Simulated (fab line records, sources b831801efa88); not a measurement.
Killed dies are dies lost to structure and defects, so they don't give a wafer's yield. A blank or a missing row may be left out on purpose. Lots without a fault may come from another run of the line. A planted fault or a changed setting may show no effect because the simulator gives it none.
fab line records | flow gf180mcu
record lots=5 wafers=15 last_day=34
route steps=602 shown V2@396 M3@409 V3@429
lots that met no fault: from a run of the same line without faults
start_h: hours from the record's first day to the start of the lot's first wafer shown | wait_h: hours since the lot's step before | " the same as in the row above | L1.1+2: a row that stands for several wafers | - no value, or no start given | * or withheld: withheld | < > ~ a bound
route shown NAME@n: a module of which the file shows steps, and the number in the route of the first | usual: mean/standard deviation of fault-free wafers | same: alike in all rows | chamber/n: place in a boat | sites: the reading at each site | _std_site: their standard deviation | _edge_site: outer sites' mean less inner sites' | radius_mm: how far each site lies from the wafer's centre | mask NAME#n: copy n | behind: the tool/chamber that last shaped the wafer | hold: why the lot was held/for how many hours/how that ended | device: the transistor (n, p or np) that didn't switch | end of line: the same wafers' tests at the end of the route | a step without rows: its recipe alone | killed: dies lost to structure and defects at the first sort, not the wafer's yield | map: a wafer's dies, x killed, . not, _ none there
set.NAME: the setting as run; set.NAME@STEP: as run at that earlier step | model.NAME: the simulator's own value behind a step, which no gauge read
lots at some steps of the route; a table a step, a row a wafer
services: from which hour (start_h, from the record's first day; less than 0 if before it) a tool's chamber was out of use, for how many hours, and why
## steps
# step GF_V2_CD_MEAS_14
# recipe target_cd_nm=260
# usual cd_nm=260.1/1.2
# columns lot.wafer tool chamber start_h wait_h cd_nm
L077.2 cd_sem-02 - 501.88 0.1 260.1
L077.3 " - " " 260.4
L077.5 " - " " 260.6
L080.4 cd_sem-02 - 514.37 0.1 261.2
L080.5 " - " " 261.0
L080.6 " - " " 260.3
L085.3 cd_sem-02 - 562.55 0.1 260.6
L085.4 " - " " 261.6
L085.5 " - " " 260.3
L090.1 cd_sem-01 - 607.06 0.1 260.9
L090.2 " - " " 261.6
L090.4 " - " " 261.6
L097.3 cd_sem-01 - 653.76 0.2 259.8
L097.5 " - " " 259.6
L097.6 " - " " 259.0
# step GF_V2_OVL_MEAS_15
# usual V2_OVL=-1/6.1
# columns lot.wafer tool chamber start_h wait_h V2_OVL[nm]
L077.2 overlay-02 - 501.98 0.1 14
L077.3 " - " " -3
L077.5 " - " " -5
L080.4 overlay-02 - 514.45 0.1 -2
L080.5 " - " " -3
L080.6 " - " " -4
L085.3 overlay-01 - 562.64 0.1 -3
L085.4 " - " " -1
L085.5 " - " " 2
L090.1 overlay-02 - 607.18 0.1 -3
L090.2 " - " " -1
L090.4 " - " " 0
L097.3 overlay-01 - 653.85 0.1 5
L097.5 " - " " -4
L097.6 " - " " -2
# step GF_V2_ETCH_16
# recipe chemistry=N2/H2 target_depth_a=withheld overetch_a=withheld time_s=withheld target=BARC ion_energy_ev=200 source_w=500 bias_w=100 pressure_mtorr=30 n2_flow_sccm=100 h2_flow_sccm=200
# usual drypump_motor_current_A=5.7/0.39 oes_product_au=0.854/0.0048 throttle_valve_pct=13.225/0.01
# columns lot.wafer tool chamber start_h wait_h drypump_motor_current_A oes_product_au throttle_valve_pct
L077.2 rie_diel-04 2 502.01 0.0 6.6 0.854 13.218
L077.3 " 1 " " 4.9 0.853 13.218
L077.5 " 2 " " 6.6 0.856 13.237
L080.4 rie_diel-01 3 514.47 0.0 5.6 0.853 13.232
L080.5 " 2 " " 5.2 0.853 13.233
L080.6 " 3 " " 5.7 0.855 13.228
L085.3 rie_diel-02 3 562.67 0.0 5.6 0.857 13.234
L085.4 " 0 " " 5.8 0.855 13.233
L085.5 " 2 " " 5.8 0.850 13.212
L090.1 rie_diel-02 2 607.21 0.0 5.9 0.856 13.223
L090.2 " 0 " " 5.9 0.854 13.224
L090.4 " 3 " " 5.6 0.847 13.219
L097.3 rie_diel-01 2 653.87 0.0 5.2 0.854 13.232
L097.5 " 1 " " 6.0 0.857 13.231
L097.6 " 2 " " 5.2 0.860 13.213
# step GF_V2_ETCH_17
# recipe chemistry=C4F8/O2/Ar mask_material=KrF target=SiO2 stop_on=TiN source_w=1500 bias_w=1200 pressure_mtorr=40 c4f8_flow_sccm=withheld O2_flow_sccm=6 Ar_flow_sccm=300 time_s=withheld target_depth_a=6300
# usual oes_product_au=0.855/0.0046
# columns lot.wafer tool chamber start_h wait_h oes_product_au
L077.2 rie_diel-04 2 - - 0.858
L077.3 " 1 " " 0.847
L077.5 " 2 " " 0.857
L080.4 rie_diel-01 3 - - 0.858
L080.5 " 2 " " 0.863
L080.6 " 3 " " 0.857
L085.3 rie_diel-02 3 - - 0.856
L085.4 " 0 " " 0.855
L085.5 " 2 " " 0.858
L090.1 rie_diel-02 2 - - 0.861
L090.2 " 0 " " 0.863
L090.4 " 3 " " 0.856
L097.3 rie_diel-01 2 - - 0.862
L097.5 " 1 " " 0.852
L097.6 " 2 " " 0.851
# step GF_V2_STRIP_18
# recipe chemistry=O2/N2 power_w=1400 pressure_mtorr=1500 platen_temp_c=250 o2_flow_sccm=3000 n2_flow_sccm=300 overash_fraction=0.5
# usual drypump_motor_current_A=5.9/0.48 heater_power_w=363/39 oes_product_au=0.592/0.0048 platen_temp_c=250.00/0.17
# columns lot.wafer tool chamber start_h wait_h drypump_motor_current_A heater_power_w oes_product_au platen_temp_c rf_hours_counter_h
L077.2 plasma_asher-01 0 502.14 - 6.4 327 0.592 249.85 84
L077.3 " 1 " " 6.1 305 0.594 250.26 -
L077.5 " 0 " " 6.4 324 0.593 250.09 -
L080.4 plasma_asher-02 1 514.63 - 5.4 362 0.600 250.07 -
L080.5 " 0 " " 6.4 408 0.585 249.74 -
L080.6 " 1 " " 5.4 357 0.597 249.99 -
L085.3 plasma_asher-02 0 562.83 - 6.4 419 0.584 249.94 -
L085.4 " 1 " " 5.4 358 0.591 249.89 -
L085.5 " 1 " " 5.4 352 0.597 250.08 -
L090.1 plasma_asher-03 0 607.34 - 5.4 297 0.585 249.79 85
L090.2 " 1 " " 5.8 358 0.581 249.82 85
L090.4 " 1 " " 5.8 356 0.590 250.10 -
L097.3 plasma_asher-02 0 654.03 - 6.4 408 0.592 250.03 -
L097.5 " 1 " " 5.4 365 0.595 250.08 -
L097.6 " 0 " " 6.4 418 0.596 250.00 -
# step GF_V2_STRIP_19
# recipe chemistry=post_etch_residue_remover time_s=1200 temp_c=72.5
# usual bath_guard_temp_C=72.5/0.38
# columns lot.wafer tool chamber start_h wait_h bath_guard_temp_C
L077.2 wet_bench-01 2 502.24 0.1 72.9
L077.3 " 2 " " 72.9
L077.5 " 2 " " 72.4
L080.4 wet_bench-02 2 514.70 0.0 73.0
L080.5 " 2 " " 73.1
L080.6 " 2 " " 72.8
L085.3 wet_bench-01 1 562.89 0.0 71.9
L085.4 " 1 " " 71.8
L085.5 " 1 " " 71.7
L090.1 wet_bench-04 3 607.44 0.1 72.5
L090.2 " 3 " " 72.5
L090.4 " 3 " " 72.6
L097.3 wet_bench-01 0 654.10 0.0 72.4
L097.5 " 0 " " 72.4
L097.6 " 0 " " 72.7
# step GF_V2_CLEAN_20
# recipe chemistry=DIW dry=n2_spin
# columns lot.wafer tool chamber start_h wait_h
L077.2+3+5 wet_bench-02 1 502.93 0.0
L080.4+5+6 wet_bench-04 3 515.07 0.0
L085.3+4+5 wet_bench-04 3 563.27 0.0
L090.1+2+4 wet_bench-01 1 607.81 0.0
L097.3+5+6 wet_bench-04 2 654.51 0.0
# step GF_V2_SPUTTER_21
# recipe material=Ti target_thk_nm=15 chamber_pressure_pa=5 power_w=2500 substrate_temp_c=200 time_s=80.02
# usual throttle_valve_pct=29.7/0.84
# columns lot.wafer tool chamber start_h wait_h throttle_valve_pct
L077.2 pvd_sputter-04 - 503.02 0.0 30.7
L077.3 " - " " 30.0
L077.5 " - " " 30.2
L080.4 pvd_sputter-01 - 515.18 0.0 28.4
L080.5 " - " " 30.7
L080.6 " - " " 28.9
L085.3 pvd_sputter-01 - 563.36 0.0 29.2
L085.4 " - " " 28.8
L085.5 " - " " 29.4
L090.1 pvd_sputter-04 - 607.91 0.0 30.3
L090.2 " - " " 30.8
L090.4 " - " " 29.8
L097.3 pvd_sputter-01 - 654.61 0.0 29.3
L097.5 " - " " 30.8
L097.6 " - " " 28.7
# step GF_V2_SPUTTER_22
# recipe material=TiN target_thk_nm=10 chamber_pressure_pa=5 power_w=4000 time_s=40
# usual throttle_valve_pct=29.7/0.9
# columns lot.wafer tool chamber start_h wait_h throttle_valve_pct
L077.2 pvd_sputter-04 - 503.08 0.0 30.7
L077.3 " - " " 29.8
L077.5 " - " " 30.9
L080.4 pvd_sputter-01 - 515.24 0.0 28.3
L080.5 " - " " 30.8
L080.6 " - " " 29.1
L085.3 pvd_sputter-01 - 563.42 0.0 29.3
L085.4 " - " " 28.6
L085.5 " - " " 29.1
L090.1 pvd_sputter-04 - 607.97 0.0 30.6
L090.2 " - " " 30.7
L090.4 " - " " 29.7
L097.3 pvd_sputter-01 - 654.67 0.0 29.8
L097.5 " - " " 30.8
L097.6 " - " " 28.3
# step GF_V2_CVD_23
# recipe material=W target_thk_nm=350 time_s=104.94 temp_c=400 pressure_torr=40
# usual heater_power_w=871/31
# columns lot.wafer tool chamber start_h wait_h heater_power_w
L077.2 cvd_w-02 1 503.12 0.0 926
L077.3 " 1 " " 903
L077.5 " 1 " " 886
L080.4 cvd_w-01 0 515.31 0.1 821
L080.5 " 1 " " 851
L080.6 " 0 " " 832
L085.3 cvd_w-01 0 563.50 0.1 833
L085.4 " 1 " " 855
L085.5 " 0 " " 836
L090.1 cvd_w-02 1 608.01 0.0 913
L090.2 " 0 " " 914
L090.4 " 0 " " 889
L097.3 cvd_w-01 1 654.75 0.1 842
L097.5 " 1 " " 858
L097.6 " 0 " " 835
# step GF_V2_RS_MEAS_24
# recipe thk_meas_gauge=four-point-probe reads=W_of_V2_CVD_23+TiN_of_V2_SPUTTER_22+Ti_of_V2_SPUTTER_21
# usual V2_W_RS=0.327/0.0031
# columns lot.wafer tool chamber start_h wait_h V2_W_RS[ohm/sq]
L077.2 film_metro-01 - 503.25 0.1 0.329
L077.3 " - " " 0.330
L077.5 " - " " 0.328
L080.4 film_metro-04 - 515.45 0.1 0.324
L080.5 " - " " 0.323
L080.6 " - " " 0.324
L085.3 film_metro-01 - 563.61 0.1 0.330
L085.4 " - " " 0.329
L085.5 " - " " 0.326
L090.1 film_metro-01 - 608.17 0.1 0.325
L090.2 " - " " 0.329
L090.4 " - " " 0.328
L097.3 film_metro-03 - 654.86 0.1 0.326
L097.5 " - " " 0.323
L097.6 " - " " 0.329
# step GF_V2_THK_MEAS_25
# recipe thk_meas_gauge=xrf reads=W_of_V2_CVD_23
# usual V2_W_THK=349/4.5
# columns lot.wafer tool chamber start_h wait_h V2_W_THK[nm]
L077.2 film_metro-01 - 503.36 0.1 343
L077.3 " - " " 340
L077.5 " - " " 344
L080.4 film_metro-04 - 515.54 0.1 353
L080.5 " - " " 354
L080.6 " - " " 351
L085.3 film_metro-01 - 563.71 0.1 342
L085.4 " - " " 345
L085.5 " - " " 347
L090.1 film_metro-01 - 608.29 0.1 346
L090.2 " - " " 343
L090.4 " - " " 344
L097.3 film_metro-03 - 654.96 0.1 351
L097.5 " - " " 354
L097.6 " - " " 345
# step GF_V2_CMP_26
# recipe stop_on=SiO2 down_force_psi=3.5 platen_rpm=60 t_overpolish_s=15 target_thk_nm=0 pad_velocity_m_s=0.94248
# usual motor_current_A=11.2/0.62 overpolish_run_s=15.001/0.0091 time_to_endpoint_s=86/3.3
# columns lot.wafer tool chamber start_h wait_h motor_current_A overpolish_run_s time_to_endpoint_s
L077.3 cmp-01 2 503.51 0.1 11.6 14.995 82
L077.2 " 3 " " 10.9 14.980 83
L077.5 " 1 " " 11.6 15.001 86
L080.4 cmp-01 1 515.67 0.1 10.9 14.991 85
L080.5 " 3 " " 10.9 15.002 85
L080.6 " 0 " " 10.4 15.001 85
L085.3 cmp-01 0 563.80 0.1 10.3 14.995 85
L085.4 " 1 " " 10.8 14.996 93
L085.5 " 0 " " 11.1 14.999 87
L090.1 cmp-01 3 608.35 0.1 10.9 14.999 91
L090.2 " 0 " " 10.5 14.993 89
L090.4 " 1 " " 11.1 14.991 90
L097.3 cmp-01 2 655.10 0.1 10.9 14.995 88
L097.5 " 0 " " 10.6 15.003 89
L097.6 " 1 " " 11.0 14.992 91
# step GF_M3_SPUTTER_00
# recipe material=Ti target_thk_nm=37.5 arriving_ion_energy_ev=80 substrate_temp_c=200 chamber_pressure_pa=2 power_w=4000 time_s=150
# usual throttle_valve_pct=29.9/1.2
# columns lot.wafer tool chamber start_h wait_h throttle_valve_pct
L077.2 pvd_sputter-01 - 503.71 0.1 28.7
L077.3 " - " " 31.2
L077.5 " - " " 31.0
L080.4 pvd_sputter-03 - 515.87 0.1 30.6
L080.5 " - " " 30.8
L080.6 " - " " 28.4
L085.3 pvd_sputter-03 - 564.05 0.2 30.5
L085.4 " - " " 31.2
L085.5 " - " " 31.0
L090.1 pvd_sputter-02 - 608.65 0.2 31.1
L090.2 " - " " 32.2
L090.4 " - " " 29.0
L097.3 pvd_sputter-01 - 655.30 0.1 28.4
L097.5 " - " " 30.7
L097.6 " - " " 28.6
# step GF_M3_SPUTTER_01
# recipe material=TiN target_thk_nm=30 power_w=6500 time_s=25 chamber_pressure_pa=0.4
# usual throttle_valve_pct=30.0/1.3
# columns lot.wafer tool chamber start_h wait_h throttle_valve_pct
L077.2 pvd_sputter-01 - 503.81 0.1 28.5
L077.3 " - " " 30.9
L077.5 " - " " 30.8
L080.4 pvd_sputter-03 - 515.97 0.1 30.6
L080.5 " - " " 31.2
L080.6 " - " " 28.8
L085.3 pvd_sputter-03 - 564.15 0.1 30.6
L085.4 " - " " 31.2
L085.5 " - " " 31.0
L090.1 pvd_sputter-02 - 608.75 0.1 31.3
L090.2 " - " " 32.3
L090.4 " - " " 28.7
L097.3 pvd_sputter-01 - 655.40 0.1 28.4
L097.5 " - " " 30.6
L097.6 " - " " 28.4
# step GF_M3_SPUTTER_02
# recipe material=AlCu target_thk_nm=450 power_w=10600 time_s=23.9 chamber_pressure_pa=0.4
# usual throttle_valve_pct=30.0/1.2
# columns lot.wafer tool chamber start_h wait_h throttle_valve_pct
L077.2 pvd_sputter-01 - 503.84 0.0 28.5
L077.3 " - " " 31.0
L077.5 " - " " 30.8
L080.4 pvd_sputter-03 - 516.00 0.0 30.6
L080.5 " - " " 31.3
L080.6 " - " " 28.6
L085.3 pvd_sputter-03 - 564.18 0.0 30.7
L085.4 " - " " 31.3
L085.5 " - " " 31.3
L090.1 pvd_sputter-02 - 608.78 0.0 31.3
L090.2 " - " " 32.3
L090.4 " - " " 28.7
L097.3 pvd_sputter-01 - 655.43 0.0 28.3
L097.5 " - " " 30.9
L097.6 " - " " 28.8
# step GF_M3_SPUTTER_03
# recipe material=Ti target_thk_nm=10 substrate_temp_c=300 chamber_pressure_pa=0.3 power_w=3000 time_s=6.7
# usual throttle_valve_pct=30.0/1.2
# columns lot.wafer tool chamber start_h wait_h throttle_valve_pct
L077.2 pvd_sputter-01 - 503.87 0.0 28.5
L077.3 " - " " 30.8
L077.5 " - " " 30.7
L080.4 pvd_sputter-03 - 516.03 0.0 30.6
L080.5 " - " " 31.3
L080.6 " - " " 28.3
L085.3 pvd_sputter-03 - 564.21 0.0 30.5
L085.4 " - " " 31.1
L085.5 " - " " 31.0
L090.1 pvd_sputter-02 - 608.81 0.0 31.2
L090.2 " - " " 32.4
L090.4 " - " " 28.8
L097.3 pvd_sputter-01 - 655.46 0.0 28.6
L097.5 " - " " 30.8
L097.6 " - " " 28.4
# step GF_M3_SPUTTER_04
# recipe material=TiN target_thk_nm=50 power_w=6500 time_s=41.7 chamber_pressure_pa=0.4
# usual throttle_valve_pct=30.0/1.2
# columns lot.wafer tool chamber start_h wait_h throttle_valve_pct
L077.2 pvd_sputter-01 - 503.89 0.0 28.3
L077.3 " - " " 30.6
L077.5 " - " " 30.8
L080.4 pvd_sputter-03 - 516.05 0.0 30.6
L080.5 " - " " 31.0
L080.6 " - " " 28.6
L085.3 pvd_sputter-03 - 564.23 0.0 30.5
L085.4 " - " " 31.3
L085.5 " - " " 31.0
L090.1 pvd_sputter-02 - 608.83 0.0 31.1
L090.2 " - " " 32.0
L090.4 " - " " 28.9
L097.3 pvd_sputter-01 - 655.48 0.0 28.3
L097.5 " - " " 30.7
L097.6 " - " " 28.3
# step GF_M3_RS_MEAS_05
# recipe thk_meas_gauge=four-point-probe reads=TiN_of_M3_SPUTTER_04+Ti_of_M3_SPUTTER_03+AlCu_of_M3_SPUTTER_02+TiN_of_M3_SPUTTER_01+Ti_of_M3_SPUTTER_00
# usual M3_ALCU_RS=0.0694/0.00081
# columns lot.wafer tool chamber start_h wait_h M3_ALCU_RS[ohm/sq]
L077.2 film_metro-04 - 503.95 0.0 0.0703
L077.3 " - " " 0.0711
L077.5 " - " " 0.0707
L080.4 film_metro-04 - 516.15 0.1 0.0699
L080.5 " - " " 0.0702
L080.6 " - " " 0.0698
L085.3 film_metro-02 - 564.32 0.1 0.0697
L085.4 " - " " 0.0703
L085.5 " - " " 0.0702
L090.1 film_metro-03 - 608.87 0.0 0.0682
L090.2 " - " " 0.0686
L090.4 " - " " 0.0686
L097.3 film_metro-03 - 655.56 0.1 0.0694
L097.5 " - " " 0.0695
L097.6 " - " " 0.0699
# step GF_M3_THK_MEAS_06
# recipe thk_meas_gauge=xrf reads=AlCu_of_M3_SPUTTER_02
# usual M3_ALCU_THK=453/6.1
# columns lot.wafer tool chamber start_h wait_h M3_ALCU_THK[nm]
L077.2 film_metro-04 - 504.06 0.1 444
L077.3 " - " " 440
L077.5 " - " " 442
L080.4 film_metro-04 - 516.24 0.1 448
L080.5 " - " " 447
L080.6 " - " " 452
L085.3 film_metro-02 - 564.42 0.1 453
L085.4 " - " " 448
L085.5 " - " " 449
L090.1 film_metro-03 - 608.99 0.1 458
L090.2 " - " " 452
L090.4 " - " " 451
L097.3 film_metro-03 - 655.66 0.1 454
L097.5 " - " " 452
L097.6 " - " " 452
# step GF_M3_DEHYDRATE_07
# recipe temp_c=200 time_s=60
# columns lot.wafer tool chamber start_h wait_h
L077.2+3+5 litho_track-03 0 514.73 10.7
L080.4+5+6 litho_track-03 0 527.38 11.1
L085.3+4+5 litho_track-03 0 573.81 9.4
L090.1+2+4 litho_track-04 0 617.40 8.4
L097.3+5+6 litho_track-04 0 665.50 9.8
# step GF_M3_HMDS_08
# recipe prime_time_s=60 prime_temp_c=120
# columns lot.wafer tool chamber start_h wait_h
L077.2+3+5 litho_track-03 0 514.88 0.1
L080.4+5+6 litho_track-03 0 527.53 0.1
L085.3+4+5 litho_track-03 0 573.96 0.1
L090.1+2+4 litho_track-04 0 617.55 0.1
L097.3+5+6 litho_track-04 0 665.65 0.1
# step GF_M3_COAT_09
# recipe resist=KrF spin_rpm=withheld resist_thk_nm=1000
# columns lot.wafer tool chamber start_h wait_h
L077.2+3+5 litho_track-03 0 515.03 0.1
L080.4+5+6 litho_track-03 0 527.68 0.1
L085.3+4+5 litho_track-03 0 574.11 0.1
L090.1+2+4 litho_track-04 0 617.70 0.1
L097.3+5+6 litho_track-04 0 665.80 0.1
# step GF_M3_SOFTBAKE_10
# recipe temp_c=130 time_s=60 resist=KrF
# columns lot.wafer tool chamber start_h wait_h
L077.2+3+5 litho_track-03 0 515.18 0.1
L080.4+5+6 litho_track-03 0 527.83 0.1
L085.3+4+5 litho_track-03 0 574.26 0.1
L090.1+2+4 litho_track-04 0 617.85 0.1
L097.3+5+6 litho_track-04 0 665.95 0.1
# step GF_M3_EXPOSE_11
# recipe mask_id=Metal3 target_cd_nm=280 na=0.68 source_shape=conventional sigma_outer=0.6 dose_mj=28
# same na=0.68
# columns lot.wafer tool chamber start_h wait_h mask
L077.2+3+5 krf_scanner-02 0 - - Metal3#0
L080.4+5+6 krf_scanner-02 0 - - Metal3#0
L085.3+4+5 krf_scanner-02 0 - - Metal3#0
L090.1+2+4 krf_scanner-02 0 - - Metal3#0
L097.3+5+6 krf_scanner-02 0 - - Metal3#0
# step GF_M3_PEB_12
# recipe peb_temp_c=135 peb_time_s=90 resist=KrF
# same peb_time_s=90
# columns lot.wafer tool chamber start_h wait_h
L077.2+3+5 litho_track-04 0 - -
L080.4+5+6 litho_track-04 0 - -
L085.3+4+5 litho_track-01 0 - -
L090.1+2+4 litho_track-04 0 - -
L097.3+5+6 litho_track-01 0 - -
# step GF_M3_DEVELOP_13
# recipe develop_time_s=60 dev_temp_c=21
# columns lot.wafer tool chamber start_h wait_h
L077.2+3+5 litho_track-04 0 527.02 0.2
L080.4+5+6 litho_track-04 0 537.77 0.1
L085.3+4+5 litho_track-01 0 585.70 0.1
L090.1+2+4 litho_track-04 0 629.20 0.2
L097.3+5+6 litho_track-01 0 675.35 0.1
# step GF_M3_CD_MEAS_14
# recipe target_cd_nm=280
# usual cd_nm=280.1/1.1
# columns lot.wafer tool chamber start_h wait_h cd_nm
L077.2 cd_sem-02 - 538.25 11.2 279.2
L077.3 " - " " 279.2
L077.5 " - " " 280.5
L080.4 cd_sem-02 - 542.25 4.4 278.4
L080.5 " - " " 279.7
L080.6 " - " " 278.9
L085.3 cd_sem-02 - 585.98 0.3 277.2
L085.4 " - " " 278.3
L085.5 " - " " 275.9
L090.1 cd_sem-01 - 629.35 0.1 280.6
L090.2 " - " " 280.2
L090.4 " - " " 280.0
L097.3 cd_sem-02 - 675.57 0.2 279.7
L097.5 " - " " 279.2
L097.6 " - " " 279.0
# step GF_M3_OVL_MEAS_15
# usual M3_OVL=2/4.9
# columns lot.wafer tool chamber start_h wait_h M3_OVL[nm]
L077.2 overlay-02 - 538.35 0.1 8
L077.3 " - " " 5
L077.5 " - " " 5
L080.4 overlay-02 - 542.33 0.1 7
L080.5 " - " " 7
L080.6 " - " " 6
L085.3 overlay-01 - 586.07 0.1 6
L085.4 " - " " 3
L085.5 " - " " 8
L090.1 overlay-01 - 629.47 0.1 3
L090.2 " - " " -1
L090.4 " - " " 1
L097.3 overlay-02 - 675.66 0.1 3
L097.5 " - " " 0
L097.6 " - " " -5
# step GF_M3_METAL_ETCH_16
# recipe chemistry=Cl2/BCl3 mask_material=KrF target_depth_nm=750.8 stop_on=SiO2 pressure_mtorr=8 icp_w=800 bias_w=140 Cl2_flow_sccm=80 bcl3_flow_sccm=40 time_s=125.1
# usual drypump_motor_current_A=5.81/0.18 he_backside_leak_sccm=3.30/0.19 oes_product_au=0.991/0.005 throttle_valve_pct=28.228/0.0093
# columns lot.wafer tool chamber start_h wait_h drypump_motor_current_A he_backside_leak_sccm oes_product_au rf_hours_counter_h throttle_valve_pct
L077.2 rie_metal-02 0 538.38 0.0 5.79 3.14 0.988 8 28.233
L077.3 " 1 " " 5.90 3.31 0.990 - 28.232
L077.5 " 1 " " 5.91 3.43 0.984 - 28.227
L080.4 rie_metal-02 1 542.39 0.1 5.92 3.60 0.999 - 28.224
L080.5 " 0 " " 5.79 3.24 0.983 - 28.244
L080.6 " 1 " " 5.93 3.44 0.997 - 28.225
L085.3 rie_metal-02 1 586.14 0.1 5.91 3.63 0.985 - 28.219
L085.4 " 0 " " 5.80 3.34 0.995 - 28.236
L085.5 " 0 " " 5.80 3.36 0.988 - 28.234
L090.1 rie_metal-03 1 629.50 0.0 6.21 3.02 0.987 7 28.225
L090.2 " 1 " " 6.21 2.91 0.991 - 28.230
L090.4 " 1 " " 6.21 3.17 0.995 - 28.233
L097.3 rie_metal-04 0 675.73 0.1 5.61 3.17 0.996 - 28.224
L097.5 " 1 " " 5.79 3.15 0.990 - 28.233
L097.6 " 0 " " 5.61 3.33 0.991 - 28.237
# step GF_M3_STRIP_17
# recipe chemistry=O2/N2 power_w=1400 pressure_mtorr=1500 platen_temp_c=250 o2_flow_sccm=3000 n2_flow_sccm=300 overash_fraction=0.5
# usual drypump_motor_current_A=5.7/0.45 heater_power_w=354/51 oes_product_au=0.536/0.0046 platen_temp_c=249.98/0.19 strip_time_to_endpoint_s=7.36/0.036
# columns lot.wafer tool chamber start_h wait_h drypump_motor_current_A heater_power_w oes_product_au platen_temp_c rf_hours_counter_h strip_time_to_endpoint_s
L077.2 plasma_asher-04 1 538.51 0.1 5.8 268 0.542 250.34 10 7.42
L077.3 " 1 " " 5.8 272 0.539 250.12 - 7.37
L077.5 " 0 " " 5.1 396 0.535 249.88 - 7.43
L080.4 plasma_asher-04 1 542.51 0.1 5.8 274 0.539 250.14 - 7.36
L080.5 " 0 " " 5.1 396 0.539 250.04 - 7.47
L080.6 " 1 " " 5.8 268 0.532 250.02 - 7.33
L085.3 plasma_asher-02 0 586.26 0.1 6.5 417 0.540 250.01 - 7.34
L085.4 " 1 " " 5.4 358 0.537 250.08 - 7.33
L085.5 " 1 " " 5.4 370 0.536 249.80 - 7.37
L090.1 plasma_asher-04 0 629.76 0.2 5.1 401 0.540 249.91 17 7.39
L090.2 " 1 " " 5.9 271 0.540 249.84 17 7.35
L090.4 " 0 " " 5.1 393 0.534 249.93 - 7.35
L097.3 plasma_asher-03 0 675.85 0.1 5.4 299 0.540 250.11 - 7.34
L097.5 " 0 " " 5.4 295 0.543 249.89 - 7.41
L097.6 " 1 " " 5.8 364 0.533 249.81 - 7.42
# step GF_M3_STRIP_18
# recipe chemistry=post_etch_residue_remover time_s=1200 temp_c=72.5
# usual bath_guard_temp_C=72.7/0.52
# columns lot.wafer tool chamber start_h wait_h bath_guard_temp_C
L077.2 wet_bench-02 0 538.61 0.1 72.0
L077.3 " 0 " " 72.2
L077.5 " 0 " " 72.2
L080.4 wet_bench-04 1 542.63 0.1 72.6
L080.5 " 1 " " 72.5
L080.6 " 1 " " 72.2
L085.3 wet_bench-03 2 586.32 0.0 71.9
L085.4 " 2 " " 71.6
L085.5 " 2 " " 71.3
L090.1 wet_bench-02 2 629.86 0.1 72.8
L090.2 " 2 " " 72.7
L090.4 " 2 " " 73.0
L097.3 wet_bench-03 3 675.91 0.0 72.7
L097.5 " 3 " " 72.0
L097.6 " 3 " " 72.5
# step GF_M3_CLEAN_19
# recipe chemistry=DIW dry=n2_spin
# columns lot.wafer tool chamber start_h wait_h
L077.2+3+5 wet_bench-02 2 538.95 0.0
L080.4+5+6 wet_bench-03 2 542.97 0.0
L085.3+4+5 wet_bench-04 3 586.67 0.0
L090.1+2+4 wet_bench-02 2 630.20 0.0
L097.3+5+6 wet_bench-04 2 676.30 0.0
# step GF_V3_CVD_00
# recipe material=SiO2 target_thk_nm=600 sigma_open_frac=0.3 temp_c=400 time_s=100 sih4_flow_sccm=60 pressure_mtorr=6
# columns lot.wafer tool chamber start_h wait_h
L077.2+3+5 hdpcvd-02 0,1,0 539.05 0.0
L080.4+5+6 hdpcvd-01 2,1,0 543.10 0.0
L085.3+4+5 hdpcvd-02 0,1,0 586.76 0.0
L090.1+2+4 hdpcvd-01 1,2,2 630.29 0.0
L097.3+5+6 hdpcvd-01 1,0,1 676.39 0.0
# step GF_V3_THK_MEAS_01
# recipe reads=SiO2_of_V3_CVD_00
# usual V3_CVD_00_THK=601/6
# columns lot.wafer tool chamber start_h wait_h V3_CVD_00_THK[nm]
L077.2 film_metro-01 - 539.13 0.0 607
L077.3 " - " " 615
L077.5 " - " " 601
L080.4 film_metro-01 - 543.16 0.0 595
L080.5 " - " " 590
L080.6 " - " " 595
L085.3 film_metro-04 - 586.85 0.1 612
L085.4 " - " " 597
L085.5 " - " " 605
L090.1 film_metro-02 - 630.37 0.0 589
L090.2 " - " " 596
L090.4 " - " " 597
L097.3 film_metro-01 - 676.49 0.1 606
L097.5 " - " " 601
L097.6 " - " " 605
# step GF_V3_CVD_02
# recipe material=SiO2 target_thk_nm=850 precursor=TEOS temp_c=400 time_s=94.851 rf_w=600
# usual heater_power_w=695/93
# columns lot.wafer tool chamber start_h wait_h heater_power_w
L077.2 pecvd-01 0 539.18 0.0 563
L077.3 " 2 " " 542
L077.5 " 1 " " 891
L080.4 pecvd-03 2 543.23 0.1 649
L080.5 " 0 " " 724
L080.6 " 1 " " 687
L085.3 pecvd-03 2 586.89 0.0 707
L085.4 " 0 " " 757
L085.5 " 2 " " 757
L090.1 pecvd-02 1 630.43 0.1 771
L090.2 " 0 " " 572
L090.4 " 0 " " 617
L097.3 pecvd-01 1 676.53 0.0 867
L097.5 " 0 " " 547
L097.6 " 2 " " 623
# step GF_V3_THK_MEAS_03
# recipe reads=SiO2_of_V3_CVD_02
# usual V3_CVD_02_THK=848/11
# columns lot.wafer tool chamber start_h wait_h V3_CVD_02_THK[nm]
L077.2 film_metro-02 - 539.26 0.0 832
L077.3 " - " " 844
L077.5 " - " " 852
L080.4 film_metro-01 - 543.29 0.0 850
L080.5 " - " " 844
L080.6 " - " " 850
L085.3 film_metro-02 - 586.98 0.1 836
L085.4 " - " " 846
L085.5 " - " " 847
L090.1 film_metro-02 - 630.50 0.0 846
L090.2 " - " " 854
L090.4 " - " " 857
L097.3 film_metro-04 - 676.62 0.1 835
L097.5 " - " " 848
L097.6 " - " " 847
## services
# columns tool chamber start_h hours kind
pvd_sputter-04 - 481.48 4.3 repair
krf_scanner-02 - 485.99 1.0 pm
rie_diel-02 1 497.25 5.0 repair
rie_diel-02 0 504.20 6.3 repair
plasma_asher-02 - 529.04 2.2 repair
cmp-01 - 532.11 0.3 repair
cmp-01 - 534.36 5.0 pm
pvd_sputter-03 - 537.34 0.5 repair
rie_diel-02 - 547.75 14.6 pm
rie_diel-01 - 550.89 0.1 repair
rie_diel-01 3 552.48 9.0 repair
rie_diel-01 0 553.39 1.3 repair
krf_scanner-02 - 560.71 1.9 repair
pvd_sputter-04 - 562.72 5.7 repair
rie_diel-02 3 568.66 5.1 repair
cmp-01 - 572.00 4.0 pm
krf_scanner-02 - 580.48 1.3 pm
wet_bench-04 - 613.87 3.0 repair
krf_scanner-02 - 617.17 0.8 pm
rie_diel-02 0 618.29 1.4 repair
rie_diel-01 0 622.69 5.9 repair
rie_diel-01 2 648.69 4.6 repair
krf_scanner-02 - 654.99 1.0 pm
wet_bench-04 - 658.38 0.9 repair
## key
fault none
